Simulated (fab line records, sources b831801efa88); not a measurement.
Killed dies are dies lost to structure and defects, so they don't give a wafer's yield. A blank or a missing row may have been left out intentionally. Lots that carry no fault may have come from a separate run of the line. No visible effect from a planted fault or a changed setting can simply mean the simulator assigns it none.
8D (eight disciplines) problem report, filled in by code + flow sky130 + the parts of the form that need people (team, actions taken, sign-off) are left out

## 1. THE ISSUE
VIA4_HDPCVD_THK at SKY_VIA4_THK_MEAS_01 reads a mean of 581 nm on 6 wafers of 2 lots; wafers without a fault read 1762 nm with a standard deviation of 18. That is -66 standard deviations from the usual mean.
First observed at day 46 17:59: wafer L764.2, on film-metro-04. The record holds 36 wafers of 12 lots with a number at this step. The rule behind "out" and "out of limits": a value lying over 4 standard deviations away from the usual mean. The rest of the wafers with a number are treated as sound.

## 2. WHAT IT IS, WHAT IT ISN'T
| question                    | is                           | is not                                                                          |
|-----------------------------|------------------------------|---------------------------------------------------------------------------------|
| which readings at this step | VIA4_HDPCVD_THK              | -                                                                               |
| which lots                  | L764, L765                   | L748, L751, L753, L754, L755, L756, L758, L766, L769, L770                      |
| which wafers of those lots  | all that have a number       | -                                                                               |
| read on which gauges        | film-metro-02, film-metro-04 | film-metro-01                                                                   |
| when                        | from day 46 17:59            | up to then (21 sound wafers); but 9 sound wafers of L766, L769, L770 came after |

## 3. SUSPECTS, AND WHAT RULES EACH OUT
Counting: a tool at a process step up to the reading stays a suspect if it ran every lot that is out and no sound lot after the first of them.
- the gauge at SKY_VIA4_THK_MEAS_01 has been ruled out. The wafers that are out were read on 2 gauges (film-metro-02, film-metro-04).
- pvd-sputter-01 at SKY_METAL4_SPUTTER_02 (material AlCu, target thk 735 nm, time 39.1 s): kept. It ran every lot that is out, first L764 (day 44 20:50), and no sound lot after that.
- plasma-asher-02 at SKY_CAP2M_STRIP_14 (strips in O2/N2): ruled out as a lasting fault. After its first lot that is out, L764 (day 45 19:11), sound lots L766, L769 ran on it.
- hdpcvd-02 at SKY_VIA4_HDPCVD_00 (deposits SiO2, target thk 1750 nm, time 291.7 s): kept. It ran every lot that is out, first L764 (day 46 17:47), and no sound lot after that; its last sound lot up to then is L756 (day 45 07:38).
After counting, pvd-sputter-01 at SKY_METAL4_SPUTTER_02 and hdpcvd-02 at SKY_VIA4_HDPCVD_00 remain.

## 4. THE CAUSE (what the simulator had put in)
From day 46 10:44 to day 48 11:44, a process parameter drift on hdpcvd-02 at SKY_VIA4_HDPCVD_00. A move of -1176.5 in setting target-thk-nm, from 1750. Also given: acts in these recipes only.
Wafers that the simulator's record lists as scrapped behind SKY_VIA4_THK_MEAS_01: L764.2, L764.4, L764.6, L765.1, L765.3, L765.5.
2 suspects survive the count, and this tool is in that group.

## 5. THE CHAIN OF EFFECTS, in route order
Each row: a reading where the mean over the struck wafers with a number is more than 3 standard deviations away from the usual. Only readings for which the record gives a usual standard deviation are gone through. hours: the time from each lot's start at the first step in this table that gives one to its start at this step, as a median over the lots. sigmas: the change in usual standard deviations.
| hours | step                 | reading         | usual   | on struck wafers | change | sigmas |
|-------|----------------------|-----------------|---------|------------------|--------|--------|
| 0     | SKY_VIA4_THK_MEAS_01 | VIA4_HDPCVD_THK | 1762 nm | 581              | -1181  | -66    |

## 6. WHAT WOULD HAVE CAUGHT IT SOONER
The first out-of-limits reading at a measuring or inspecting step in this record came at day 46 17:59, 7 hours after the fault's start at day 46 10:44.
Lots out: 2; of these, L765 started SKY_VIA4_HDPCVD_00 on hdpcvd-02 after day 46 17:59. It would have been spared by a hold on the tool at that moment.
